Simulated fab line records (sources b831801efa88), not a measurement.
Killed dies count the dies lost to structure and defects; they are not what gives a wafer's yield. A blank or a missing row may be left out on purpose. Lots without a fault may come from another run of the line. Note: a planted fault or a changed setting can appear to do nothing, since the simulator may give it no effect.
Which tool was responsible? | flow sfq-line | 14 lots, 41 wafers sampled, at 6 steps of a route of 325

== WHAT THE GAUGES READ, wafer by wafer ==
SFQ_I3_BOW_MEAS_922. Usual: I3_BOW typically reads 2 um, with standard deviation 11.
lot  | measured     | on            | I3_BOW (um) | flag
L347 | day 43 21:49 | film-metro-02 | -7 -1 -6    |
L349 | day 44 22:08 | film-metro-01 | 7 9 -7      |
L350 | day 45 05:50 | film-metro-03 | -1 2 6      |
L352 | day 46 01:38 | film-metro-02 | 2 -5 11     |
L355 | day 47 02:43 | film-metro-03 | -1 -2       |
L359 | day 48 08:04 | film-metro-02 | -3 -3 -14   |
L362 | day 54 11:00 | film-metro-03 | 1 -11 -7    |
L361 | day 54 17:15 | film-metro-03 | -14 -9 -15  |
L363 | day 55 11:44 | film-metro-01 | 12 -3 9     |
L365 | day 56 09:04 | film-metro-03 | 12 27 15    |
L366 | day 56 22:03 | film-metro-03 | -6 -6 -1    |
L367 | day 57 06:37 | film-metro-02 | 6 17 6      |
L369 | day 57 22:32 | film-metro-03 | -11 -5 -8   |
L370 | day 58 07:30 | film-metro-03 | -3 -10 5    |

SFQ_JJ_RS_MEAS_929: the measuring method here is four-point-probe. Usual: JJ_NB_RS typically reads 1.051 ohm/sq, with standard deviation 0.0091.
lot  | measured     | on            | JJ_NB_RS (ohm/sq) | flag
L347 | day 50 03:17 | film-metro-03 | 1.042 1.035 1.040 |
L349 | day 51 13:27 | film-metro-03 | 1.061 1.047 1.055 |
L350 | day 51 22:17 | film-metro-04 | 1.042 1.040 1.044 |
L352 | day 52 16:22 | film-metro-04 | 1.055 1.056 1.060 |
L355 | day 59 11:40 | film-metro-01 | 1.857 1.857       | OFF
L359 | day 60 09:22 | film-metro-04 | 1.909 1.915 1.886 | OFF
L362 | day 66 01:43 | film-metro-04 | 1.038 1.038 1.039 |
L361 | day 66 06:44 | film-metro-01 | 1.041 1.044 1.046 |
L363 | day 66 17:18 | film-metro-04 | 1.068 1.060 1.068 |
L365 | day 67 17:19 | film-metro-01 | 1.052 1.060 1.049 |
L366 | day 68 13:48 | film-metro-03 | 1.048 1.059 1.046 |
L367 | day 69 00:38 | film-metro-04 | 1.058 1.044 1.052 |
L369 | day 69 18:04 | film-metro-04 | 1.048 1.062 1.064 |
L370 | day 69 23:49 | film-metro-01 | 1.034 1.051 1.043 |

SFQ_I5_OVL_MEAS_936. Usual: I5_OVL typically reads 1 nm, with standard deviation 4.5.
lot  | measured     | on         | I5_OVL (nm) | flag
L347 | day 67 06:44 | overlay-01 | -3 1 -1     |
L349 | day 68 00:52 | overlay-01 | 8 5 2       |
L350 | day 68 12:50 | overlay-02 | 0 8 -1      |
L352 | day 69 08:02 | overlay-01 | 1 2 -2      |
L355 | day 70 09:39 | overlay-01 | -6 -15      |
L359 | day 71 14:31 | overlay-01 | 8 11 4      |
L362 | day 72 09:43 | overlay-02 | 0 -3 0      |
L361 | day 72 14:32 | overlay-02 | -1 4 7      |
L363 | day 73 03:50 | overlay-02 | -3 0 -2     |
L365 | day 74 11:02 | overlay-02 | 0 -5 -6     |
L366 | day 75 03:50 | overlay-01 | 4 4 0       |
L367 | day 75 14:06 | overlay-01 | 4 7 6       |
L369 | day 79 22:14 | overlay-01 | 0 -1 1      |
L370 | day 79 23:26 | overlay-01 | 2 -1 4      |

== WHAT TOOL EACH LOT RAN ON (gives the tool, then ch and the chambers of the sampled wafers, and finally the start) ==
lot  | SFQ_TRILAYER_M3_STRIP_STRIP_079   | SFQ_TRILAYER_JJ_TRILAYER_DEP_SPUTTER_112 | SFQ_TRILAYER_JJ_CE_ETCH_RIE_118
L347 | rie-metal-04 ch 0,1, day 43 17:10 | pvd-sputter-05, day 50 03:12             | rie-metal-04 ch 0,1, day 51 08:14
L349 | rie-metal-02 ch 0,1, day 44 15:23 | pvd-sputter-06, day 51 13:21             | rie-metal-04 ch 0,1, day 51 17:23
L350 | rie-metal-04 ch 0,1, day 44 21:42 | pvd-sputter-05, day 51 22:13             | rie-metal-02 ch 0,1, day 52 03:41
L352 | rie-metal-01 ch 0,1, day 45 15:47 | pvd-sputter-06, day 52 16:17             | rie-metal-04 ch 0, day 52 20:08
L355 | rie-metal-04 ch 1, day 46 22:37   | pvd-sputter-05, day 59 11:32             | rie-metal-01 ch 0,1, day 59 18:01
L359 | rie-metal-04 ch 0,1, day 48 02:27 | pvd-sputter-05, day 60 09:17             | rie-metal-04 ch 0, day 62 13:47
L362 | rie-metal-01 ch 0,1, day 54 07:09 | pvd-sputter-05, day 66 01:38             | rie-metal-02 ch 0,1, day 66 06:36
L361 | rie-metal-04 ch 0, day 54 13:20   | pvd-sputter-04, day 66 06:36             | rie-metal-02 ch 0,1, day 66 11:37
L363 | rie-metal-02 ch 0,1, day 55 07:16 | pvd-sputter-05, day 66 17:13             | rie-metal-01 ch 0,1, day 66 21:04
L365 | rie-metal-02 ch 0,1, day 56 05:00 | pvd-sputter-04, day 67 17:14             | rie-metal-02 ch 0,1, day 67 21:05
L366 | rie-metal-02 ch 0,1, day 56 18:12 | pvd-sputter-04, day 68 13:43             | rie-metal-04 ch 0,1, day 68 18:45
L367 | rie-metal-02 ch 0,1, day 57 02:55 | pvd-sputter-05, day 69 00:31             | rie-metal-02 ch 0, day 69 04:31
L369 | rie-metal-04 ch 0,1, day 57 18:39 | pvd-sputter-05, day 69 17:55             | rie-metal-01 ch 0,1, day 70 01:20
L370 | rie-metal-01 ch 0,1, day 58 02:51 | pvd-sputter-04, day 69 23:43             | rie-metal-01 ch 0,1, day 70 03:33
- SFQ_TRILAYER_M3_STRIP_STRIP_079: strips in O2.
- SFQ_TRILAYER_JJ_TRILAYER_DEP_SPUTTER_112: material Nb, target thk 170 nm, time 113.3 s.
- SFQ_TRILAYER_JJ_CE_ETCH_RIE_118: chemistry SF6, target Nb, stops on Al2O3, time 97.7 s, target depth 170 nm.

== WHAT THE TOOLS THEMSELVES READ (means of the sampled wafers that have a number; where no wafer has one, the mark that the record gives instead) ==
SFQ_TRILAYER_M3_STRIP_STRIP_079. Usual: drypump-motor-current-A 5.9 A, standard deviation 0.31; oes-product-au 0.996 a.u., standard deviation 0.0069.
lot  | tool         | drypump-motor-current-A (A) | oes-product-au (a.u.) | flag
L347 | rie-metal-04 | 5.9                         | 0.998                 |
L349 | rie-metal-02 | 5.8                         | 0.992                 |
L350 | rie-metal-04 | 5.9                         | 0.987                 |
L352 | rie-metal-01 | 5.8                         | 1.006                 |
L355 | rie-metal-04 | 6.4                         | 1.000                 |
L359 | rie-metal-04 | 6.2                         | 0.994                 |
L362 | rie-metal-01 | 5.7                         | 1.002                 |
L361 | rie-metal-04 | 5.7                         | 0.996                 |
L363 | rie-metal-02 | 5.7                         | 0.993                 |
L365 | rie-metal-02 | 5.8                         | 0.992                 |
L366 | rie-metal-02 | 5.9                         | 0.997                 |
L367 | rie-metal-02 | 5.8                         | 0.995                 |
L369 | rie-metal-04 | 5.9                         | 0.996                 |
L370 | rie-metal-01 | 5.8                         | 0.999                 |

SFQ_TRILAYER_JJ_TRILAYER_DEP_SPUTTER_112. Usual: substrate-temp-c 20.01 C, standard deviation 0.089; throttle-valve-pct 29.8 %, standard deviation 1.1.
lot  | tool           | substrate-temp-c (C) | throttle-valve-pct (%) | flag
L347 | pvd-sputter-05 | 19.98                | 29.0                   |
L349 | pvd-sputter-06 | 19.98                | 30.1                   |
L350 | pvd-sputter-05 | 19.91                | 30.4                   |
L352 | pvd-sputter-06 | 20.02                | 30.1                   |
L355 | pvd-sputter-05 | 20.06                | 29.9                   |
L359 | pvd-sputter-05 | 19.98                | 29.7                   |
L362 | pvd-sputter-05 | 20.07                | 29.3                   |
L361 | pvd-sputter-04 | 19.96                | 29.9                   |
L363 | pvd-sputter-05 | 20.05                | 29.2                   |
L365 | pvd-sputter-04 | 19.95                | 30.0                   |
L366 | pvd-sputter-04 | 19.94                | 29.7                   |
L367 | pvd-sputter-05 | 20.06                | 30.8                   |
L369 | pvd-sputter-05 | 20.04                | 30.8                   |
L370 | pvd-sputter-04 | 20.06                | 29.7                   |

SFQ_TRILAYER_JJ_CE_ETCH_RIE_118. Usual: drypump-motor-current-A 5.9 A, standard deviation 0.33; oes-product-au 0.985 a.u., standard deviation 0.0052; rf-fwd-power-W 595.9 W, standard deviation 1.8.
lot  | tool         | drypump-motor-current-A (A) | oes-product-au (a.u.) | rf-fwd-power-W (W) | flag
L347 | rie-metal-04 | 6.2                         | 0.988                 | 596.9              |
L349 | rie-metal-04 | 5.9                         | 0.985                 | 596.3              |
L350 | rie-metal-02 | 5.8                         | 0.986                 | 595.5              |
L352 | rie-metal-04 | 5.7                         | 0.984                 | 595.2              |
L355 | rie-metal-01 | 5.8                         | 0.734                 | 594.6              | OFF
L359 | rie-metal-04 | 5.7                         | 0.724                 | 597.2              | OFF
L362 | rie-metal-02 | 5.7                         | 0.989                 | 596.5              |
L361 | rie-metal-02 | 5.8                         | 0.978                 | 594.9              |
L363 | rie-metal-01 | 5.7                         | 0.984                 | 594.7              |
L365 | rie-metal-02 | 5.7                         | 0.983                 | 596.7              |
L366 | rie-metal-04 | 5.9                         | 0.989                 | 596.0              |
L367 | rie-metal-02 | 5.5                         | 0.985                 | 594.0              |
L369 | rie-metal-01 | 5.7                         | 0.981                 | 594.6              |
L370 | rie-metal-01 | 5.8                         | 0.989                 | 596.0              |

== THE ANSWER, worked out from the rows above alone ==
Rule: lot off if the mean of its wafers having a number is beyond 3 standard deviations from the usual mean. Also off: a lot with no number at a reading for which 4 or more lots have one. Any other lot the step has rows for is counted as sound. After the gauges, taken in route order, come the tools' own readings; for these a lot's mean is taken, as printed above. At the first step where some lot is off, the reading lying furthest off is the one used; lots without a number count as furthest.
Off: L355, L359, seen at SFQ_JJ_RS_MEAS_929 (JJ_NB_RS).
A tool fits if, at a process step before that reading, it ran every lot that is off, and no sound lot after the first of them. Not tried: the gauges at SFQ_JJ_RS_MEAS_929; whatever is off there is also off at SFQ_TRILAYER_JJ_CE_ETCH_RIE_118, on other tools, and gauge error can't account for it. None of those tried fits.

== WHAT WAS PUT IN BY THE SIMULATOR ==
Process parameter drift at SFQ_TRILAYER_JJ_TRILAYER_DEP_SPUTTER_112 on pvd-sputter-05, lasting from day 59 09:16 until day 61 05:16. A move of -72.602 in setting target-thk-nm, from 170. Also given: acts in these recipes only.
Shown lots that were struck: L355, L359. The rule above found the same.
